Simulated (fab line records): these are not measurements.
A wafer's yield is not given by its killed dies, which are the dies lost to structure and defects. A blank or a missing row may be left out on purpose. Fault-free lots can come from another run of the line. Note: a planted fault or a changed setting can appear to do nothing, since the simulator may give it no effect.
The tool behind it: which one? | flow sky130 | 11 lots, 33 wafers sampled, at 1 step of a route of 708

== WHAT THE GAUGES READ, wafer by wafer ==
SKY_VT_ADJUST_HVTP_TW_MEAS_11.
lot  | measured     | on            | VT_ADJUST_HVTP_TW
L579 | day 6 00:26  | film metro-01 | 1359 1369 1361
L582 | day 6 16:15  | film metro-03 | 1349 1341 1348
L584 | day 7 04:36  | film metro-02 | 1341 1336 1346
L586 | day 7 20:46  | film metro-01 | 1354 1343 1353
L588 | day 8 05:41  | film metro-02 | 1339 1339 1340
L595 | day 11 05:12 | film metro-03 | 1341 1355 1345
L596 | day 11 05:59 | film metro-01 | 1360 1365 1372
L597 | day 11 14:48 | film metro-02 | 1337 1344 1347
L598 | day 11 16:02 | film metro-02 | 1339 1336 1341
L600 | day 12 02:29 | film metro-01 | 1362 1357 1372
L599 | day 12 03:05 | film metro-01 | 1354 1362 1361

== WHICH TOOL RAN EACH LOT (tool, then ch and the chambers of the sampled wafers, then the start) ==
The record shows no process step preceding these readings.

== THE ANSWER, worked out from the rows above alone ==
Rule: what is usual is taken from the lots themselves. The widest of any qualifying gaps counts: lots, ordered by their means at a reading, are off when they make up no more than a third of the lots, leave a main group of 4 or more, and stand apart from it by 3 or more times the standard deviation of that group's means. Not used: any main group whose means are identical at the precision the tables above print for the reading. A lot without any number at a reading at which 4 lots or more have one is off too. Any other lot the step has rows for is counted as sound.
None of the lots is off at any reading shown; this tells nothing.

== WHAT THE SIMULATOR HAD PUT IN ==
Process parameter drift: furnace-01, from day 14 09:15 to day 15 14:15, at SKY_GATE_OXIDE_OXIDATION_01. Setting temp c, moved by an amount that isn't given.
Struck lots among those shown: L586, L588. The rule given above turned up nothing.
